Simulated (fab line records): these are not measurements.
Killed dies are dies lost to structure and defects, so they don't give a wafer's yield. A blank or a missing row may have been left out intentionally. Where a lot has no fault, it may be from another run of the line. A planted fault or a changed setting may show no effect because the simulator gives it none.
Problem report, 8D (eight disciplines) form, completed by code || flow sky130 || the parts of the form that need people (team, actions taken, sign-off) are left out

## 1. THE PROBLEM
At SKY_LDD_N_IMPLANT_14, dose_ions_cm2 averages 5.172e+12 over 6 wafers from 2 lots, while fault-free wafers read 5.001e+12, standard deviation 6e+09. Relative to the usual mean, that is a shift of +29 standard deviations.
Seen first at day 23 22:02 on implanter-04, wafer L225.1. Wafers with a number at this step in the record: 42, from 14 lots. By rule, "out" or "out of limits" means more than 4 standard deviations away from the usual mean. The rest of the wafers with a number are treated as sound.

## 2. WHAT THIS IS AND IS NOT
{"question": "which readings at this step", "is": "dose_ions_cm2", "is not": "beam_on_s"}
{"question": "which lots", "is": "L225, L226", "is not": "L208, L209, L210, L211, L212, L213, L215, L216, L227, L228, L229, L230"}
{"question": "which wafers of those lots", "is": "all that have a number", "is not": "-"}
{"question": "read on which tools", "is": "implanter-04", "is not": "implanter-02, implanter-03"}
{"question": "when", "is": "from day 23 22:02", "is not": "up to then (24 sound wafers); but 12 sound wafers of L227, L228, L229, L230 came after"}

## 3. SUSPECTS, AND WHAT RULES EACH OUT
Counting: a tool at a process step up to the reading stays a suspect if it ran every lot that is out and no sound lot after the first of them.
- implanter-04 at SKY_LDD_N_IMPLANT_14: kept. All lots that are out passed through it, beginning with L225 at day 23 22:02, and no sound lot followed; its final sound lot before that point was L216 at day 20 15:40. On those wafers its own readings are out: dose_ions_cm2.
The count leaves implanter-04 at SKY_LDD_N_IMPLANT_14.

## 4. THE CAUSE (what the simulator had put in)
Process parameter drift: implanter-04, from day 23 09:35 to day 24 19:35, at SKY_LDD_N_IMPLANT_14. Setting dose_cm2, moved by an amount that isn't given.
This tool alone remained once counting was done.

## 5. THE EFFECT CHAIN, in route order
Rows list readings where the struck wafers' mean (over those with a number) sits beyond 3 standard deviations from the usual. Scope: only readings with a usual standard deviation given in the record; hours: median across lots of the time from each lot's start at the first step in this table that gives one to its start at this step; sigmas: change in usual standard deviations.
{"hours": 0, "step": "SKY_LDD_N_IMPLANT_14", "reading": "dose_ions_cm2", "usual": 5.001e+12, "on struck wafers": 5.172e+12, "change": "+1.715e+11", "sigmas": "+29"}
Process steps it contains:
- SKY_LDD_N_IMPLANT_14

## 6. WHAT WOULD HAVE CAUGHT IT SOONER
12 hours passed between the start of the fault at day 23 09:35 and the first reading out of limits in this record, taken at day 23 22:02.
